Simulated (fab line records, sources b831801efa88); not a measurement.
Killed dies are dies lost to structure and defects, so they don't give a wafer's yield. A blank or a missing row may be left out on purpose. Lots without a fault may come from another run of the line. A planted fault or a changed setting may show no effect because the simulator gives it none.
Which tool did it? | flow sky130 | 12 lots, 36 wafers sampled, at 1 step of a route of 708

WHAT THE GAUGES READ, wafer by wafer
SKY_VT_ADJUST_NCORE_TW_MEAS_11.
lot  | measured     | on            | VT_ADJUST_NCORE_TW
L075 | day 8 22:44  | film_metro-01 | 218.4 217.9 218.6
L077 | day 9 13:37  | film_metro-02 | 219.8 219.9 220.9
L079 | day 10 02:31 | film_metro-01 | 217.5 218.6 217.2
L081 | day 10 17:42 | film_metro-02 | 219.0 219.3 218.0
L083 | day 11 11:04 | film_metro-01 | 219.9 218.2 219.6
L085 | day 12 01:44 | film_metro-02 | 221.8 219.8 221.4
L087 | day 12 22:23 | film_metro-01 | 217.9 217.5 217.2
L089 | day 13 10:39 | film_metro-02 | 219.5 220.6 220.7
L091 | day 13 15:56 | film_metro-01 | 218.3 218.5 219.9
L093 | day 14 10:24 | film_metro-01 | 219.4 219.7 219.0
L095 | day 15 00:35 | film_metro-02 | 219.8 220.5 220.4
L097 | day 15 10:20 | film_metro-04 | 220.6 220.9 221.1

WHICH TOOL RAN EACH LOT (tool, then ch and the chambers of the sampled wafers, then the start)
The record holds no process step before these readings.

THE ANSWER, worked out from the rows above alone
Rule: what is usual is taken from the lots themselves. Put in order of their means at a reading, lots are off if they are a third of the lots or fewer, leave a main group of 4 or more, and stand apart from it by a gap of 3 or more times the standard deviation of the main group's means; of several such gaps the widest counts. A main group whose means are all the same, to the digits that the tables above print for the reading, isn't used. A lot without any number at a reading at which 4 lots or more have one is off too. The other lots that the step has rows for count as sound.
No lot is off at any reading shown: from this, nothing can be told.

WHAT THE SIMULATOR HAD PUT IN
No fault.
